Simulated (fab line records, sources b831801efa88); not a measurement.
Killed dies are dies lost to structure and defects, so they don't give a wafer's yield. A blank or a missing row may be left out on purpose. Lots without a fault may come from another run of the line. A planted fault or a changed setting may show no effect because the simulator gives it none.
fab line records | flow gf180mcu
record lots=6 wafers=18 last_day=35
route steps=602 shown DNWELL@36 NWELL@42
lots that met no fault: from a run of the same line without faults
start_h: hours from the record's first day to the start of the lot's first wafer shown | wait_h: hours since the lot's step before | " the same as in the row above | L1.1+2: a row that stands for several wafers | - no value, or no start given | * or withheld: withheld | < > ~ a bound
route shown NAME@n: a module of which the file shows steps, and the number in the route of the first | usual: mean/standard deviation of fault-free wafers | same: alike in all rows | chamber/n: place in a boat | sites: the reading at each site | _std_site: their standard deviation | _edge_site: outer sites' mean less inner sites' | radius_mm: how far each site lies from the wafer's centre | mask NAME#n: copy n | behind: the tool/chamber that last shaped the wafer | hold: why the lot was held/for how many hours/how that ended | device: the transistor (n, p or np) that didn't switch | end of line: the same wafers' tests at the end of the route | a step without rows: its recipe alone | killed: dies lost to structure and defects at the first sort, not the wafer's yield | map: a wafer's dies, x killed, . not, _ none there
set.NAME: the setting as run; set.NAME@STEP: as run at that earlier step | model.NAME: the simulator's own value behind a step, which no gauge read
lots at some steps of the route; a table a step, a row a wafer
services: from which hour (start_h, from the record's first day; less than 0 if before it) a tool's chamber was out of use, for how many hours, and why
## steps
# step GF_DNWELL_EXPOSE_04
# recipe mask_id=DNWELL target_cd_nm=1700 na=0.6 source_shape=conventional sigma_outer=0.6 dose_mj=260
# step GF_DNWELL_PEB_05
# recipe temp_c=115 time_s=withheld
# step GF_DNWELL_DEVELOP_06
# recipe wall_angle_deg=90 develop_time_s=60 dev_temp_c=23
# step GF_DNWELL_IMPLANT_07
# recipe species=P energy_kev=1500 dose_cm2=1e+13 tilt_deg=0
# step GF_DNWELL_STRIP_08
# recipe chemistry=O2/N2 power_w=1400 pressure_mtorr=1500 platen_temp_c=250 o2_flow_sccm=3000 n2_flow_sccm=300 overash_fraction=0.5
# usual drypump_motor_current_A=5.7/0.4 heater_power_w=328/19 oes_product_au=0.723/0.0044 strip_time_to_endpoint_s=36.96/0.087
# same overash_fraction=0.5
# columns lot.wafer tool chamber start_h wait_h drypump_motor_current_A heater_power_w oes_product_au rf_hours_counter_h strip_time_to_endpoint_s
L584.1 plasma_asher-04 1 52.97 0.1 6.0 351 0.724 38 36.93
L584.3 " 1 " " 6.0 348 0.721 - 36.89
L584.5 " 0 " " 5.3 322 0.722 - 36.84
L593.1 plasma_asher-03 1 99.95 0.1 5.6 300 0.725 47 36.97
L593.2 " 0 " " 5.1 316 0.725 47 36.97
L593.4 " 1 " " 5.6 306 0.720 - 37.01
L602.3 plasma_asher-03 0 148.95 0.1 5.2 318 0.729 - 36.89
L602.5 " 1 " " 5.7 299 0.728 - 36.85
L602.6 " 0 " " 5.1 324 0.717 - 36.96
L603.1 plasma_asher-01 1 155.07 0.1 6.0 315 0.716 33 36.90
L603.3 " 0 " " 6.3 346 0.731 - 36.94
L603.4 " 1 " " 6.0 316 0.723 - 36.92
L604.2 plasma_asher-01 0 159.82 0.1 6.3 343 0.719 33 37.08
L604.3 " 0 " " 6.3 348 0.721 - 37.13
L604.5 " 0 " " 6.4 357 0.717 - 37.14
L605.1 plasma_asher-03 1 167.06 0.1 5.6 293 0.724 4 37.08
L605.2 " 0 " " 5.2 327 0.721 4 36.93
L605.4 " 0 " " 5.2 327 0.725 - 36.98
# step GF_DNWELL_TW_MEAS_09
# usual DNWELL_TW=1360/7.9
# columns lot.wafer tool chamber start_h wait_h DNWELL_TW
L584.1 film_metro-03 - 53.07 0.1 1360
L584.3 " - " " 1364
L584.5 " - " " 1358
L593.1 film_metro-02 - 100.05 0.1 1365
L593.2 " - " " 1366
L593.4 " - " " 1367
L602.3 film_metro-03 - 149.04 0.1 1344
L602.5 " - " " 1348
L602.6 " - " " 1347
L603.1 film_metro-02 - 155.17 0.1 1360
L603.3 " - " " 1347
L603.4 " - " " 1358
L604.2 film_metro-03 - 159.93 0.1 1364
L604.3 " - " " 1359
L604.5 " - " " 1359
L605.1 film_metro-01 - 167.16 0.1 1360
L605.2 " - " " 1372
L605.4 " - " " 1360
# step GF_NWELL_DEHYDRATE_00
# recipe temp_c=200 time_s=60
# step GF_NWELL_HMDS_01
# recipe prime_time_s=60 prime_temp_c=120
# step GF_NWELL_COAT_02
# recipe spin_rpm=2000 resist_thk_nm=3000
# step GF_NWELL_SOFTBAKE_03
# recipe temp_c=110 time_s=withheld
# step GF_NWELL_EXPOSE_04
# recipe mask_id=Nwell target_cd_nm=860 na=0.6 source_shape=conventional sigma_outer=0.6 dose_mj=260
# step GF_NWELL_PEB_05
# recipe temp_c=115 time_s=withheld
# step GF_NWELL_DEVELOP_06
# recipe wall_angle_deg=90 develop_time_s=60 dev_temp_c=23
# usual chill_plate_temp_C=23.01/0.099 develop_time_s=60/0
# columns lot.wafer tool chamber start_h wait_h chill_plate_temp_C develop_time_s
L584.1 litho_track-01 0 65 - 23.01 60
L584.3 " 0 " " 22.98 60
L584.5 " 0 " " 23.16 60
L593.1 litho_track-03 0 113 - 22.93 60
L593.2 " 0 " " 22.99 60
L593.4 " 0 114 - 22.84 60
L602.3 litho_track-01 - 164 - - -
L602.5 " - " " - -
L602.6 " - " " - -
L603.1 litho_track-01 - 171 - - -
L603.3 " - " " - -
L603.4 " - " " - -
L604.2 litho_track-01 0 176 - 23.02 60
L604.3 " 0 " " 22.98 60
L604.5 " 0 " " 23.04 60
L605.1 litho_track-02 0 183 - 23.03 60
L605.2 " 0 " " 23.07 60
L605.4 " 0 " " 23.11 60
# step GF_NWELL_OVL_MEAS_07
# usual NWELL_OVL=-0.3/1.3
# columns lot.wafer tool chamber start_h wait_h NWELL_OVL[nm]
L584.1 overlay-01 - 65.82 - -0.7
L584.3 " - " " 1.5
L584.5 " - " " -0.2
L593.1 overlay-01 - 114.10 - 2.4
L593.2 " - " " 1.3
L593.4 " - " " 1.5
L602.3 overlay-02 - 164.78 - -
L602.5 " - " " -
L602.6 " - " " -
L603.1 overlay-01 - 171.42 - -
L603.3 " - " " -
L603.4 " - " " -
L604.2 overlay-02 - 176.32 - -0.3
L604.3 " - " " 0.4
L604.5 " - " " 0.0
L605.1 overlay-02 - 183.60 - -0.8
L605.2 " - " " 0.6
L605.4 " - " " 0.9
## services
# columns tool chamber start_h hours kind
litho_track-01 - 33.86 - consumable_replace:filter
plasma_asher-01 - 43.17 3.2 repair
plasma_asher-01 - 57.77 28.1 pm
plasma_asher-04 - 66.92 0.8 repair
plasma_asher-04 - 81.04 2.8 pm
plasma_asher-03 - 108.75 9.0 pm
plasma_asher-03 0 108.75 9.0 vent_cycle
plasma_asher-03 1 108.75 9.0 vent_cycle
plasma_asher-03 0 117.75 - clean
plasma_asher-03 1 117.75 - clean
plasma_asher-03 - 120.32 7.0 pm
## key
first_sign step=GF_NWELL_DEVELOP_06 reading=tool_record direction=missing
effect none on later readings
met_at GF_NWELL_DEVELOP_06
struck_wafers L602.3,L602.5,L602.6,L603.1,L603.3,L603.4
sort_left_out L602.3,L602.5,L602.6,L603.1,L603.3,L603.4
tester_left_out L602,L603
fault kind=skipped_step_whole tool=litho_track-01 chamber=- onset_h=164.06 steps=GF_NWELL_DEVELOP_06 scope=struck_lots_only
# tester_left_out: of these lots the tester's yield and bins aren't shown, on N5 and GAA mostly nor the transistor test; their killed dies are dies lost to structure and defects alone, not to doping, threshold or leakage, so they don't give the yield
# sort_left_out: the simulated sort isn't trusted on such a fault, so these wafers' sort isn't shown, and their yield isn't known
